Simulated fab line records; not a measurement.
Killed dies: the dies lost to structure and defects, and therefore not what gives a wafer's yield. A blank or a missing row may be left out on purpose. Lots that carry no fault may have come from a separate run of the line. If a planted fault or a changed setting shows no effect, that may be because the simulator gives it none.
2 desks looking at one fault :: flow sky130 :: numbers are kept per desk, each desk with only its own; the story behind them comes last

METROLOGY DESK
What the gauges read for every lot (on any tool): the sampled wafers with a number, averaged. A lot is out of limits, marked OUT, if its mean lies more than 4 standard deviations from the usual mean; the brackets give that distance.
Columns: A = CAPM_TIN_RS at SKY_CAPM_RS_MEAS_03, usual 6.95 ohm/sq; B = CAPM_TIN_THK at SKY_CAPM_THK_MEAS_04, usual 200 nm
lot: L763
first seen here: day 36 17:06
A: 6.90
B: 202

lot: L767
first seen here: day 37 20:59
A: 6.99
B: 196

lot: L768
first seen here: day 38 10:25
A: 6.89
B: 199

lot: L770
first seen here: day 38 19:50
A: 6.95
B: 197

lot: L773
first seen here: day 40 00:43
A: 6.96
B: 199

lot: L774
first seen here: day 40 09:44
A: 6.91
B: 204

lot: L775
first seen here: day 40 10:50
A: 6.89
B: 199

lot: L779
first seen here: day 41 09:32
A: 7.15
B: 195

lot: L781
first seen here: day 41 21:35
A: 7.11
B: 197

lot: L785
first seen here: day 43 00:04
A: 6.81
B: 205
Result from this desk: across the 10 lots, nothing is out of limits.

FOR THE TOOL OWNER'S DESK: pvdSputter-02
At SKY_CAPM_SPUTTER_02 (material TiN, target thk 200 nm, time 166.7 s) the tool's own readings: per lot run on this tool, the mean of the sampled wafers that have a number. A lot is out of limits, marked OUT, if its mean lies more than 4 standard deviations from the usual mean; the brackets give that distance.
Columns: A = cathodeDcPowerW at SKY_CAPM_SPUTTER_02, usual 6500.0 W; B = throttleValvePct at SKY_CAPM_SPUTTER_02, usual 29.8 %
lot: L763
first seen here: day 36 16:58
A: 6500.6
B: 30.1

lot: L767
first seen here: day 37 20:51
A: 6500.6
B: 29.8

lot: L770
first seen here: day 38 19:42
A: 6499.8
B: 29.5

lot: L773
first seen here: day 40 00:36
A: 6498.1
B: 29.6

lot: L779
first seen here: day 41 09:25
A: 6499.6
B: 30.0

lot: L781
first seen here: day 41 21:27
A: 6500.2
B: 30.1
Result from this desk: across the 6 lots, nothing is out of limits.

TAKEN TOGETHER
Metrology desk: nothing out of limits seen.
The desk of the tool owner found nothing out of limits.

WHAT HAD BEEN PUT IN BY THE SIMULATOR
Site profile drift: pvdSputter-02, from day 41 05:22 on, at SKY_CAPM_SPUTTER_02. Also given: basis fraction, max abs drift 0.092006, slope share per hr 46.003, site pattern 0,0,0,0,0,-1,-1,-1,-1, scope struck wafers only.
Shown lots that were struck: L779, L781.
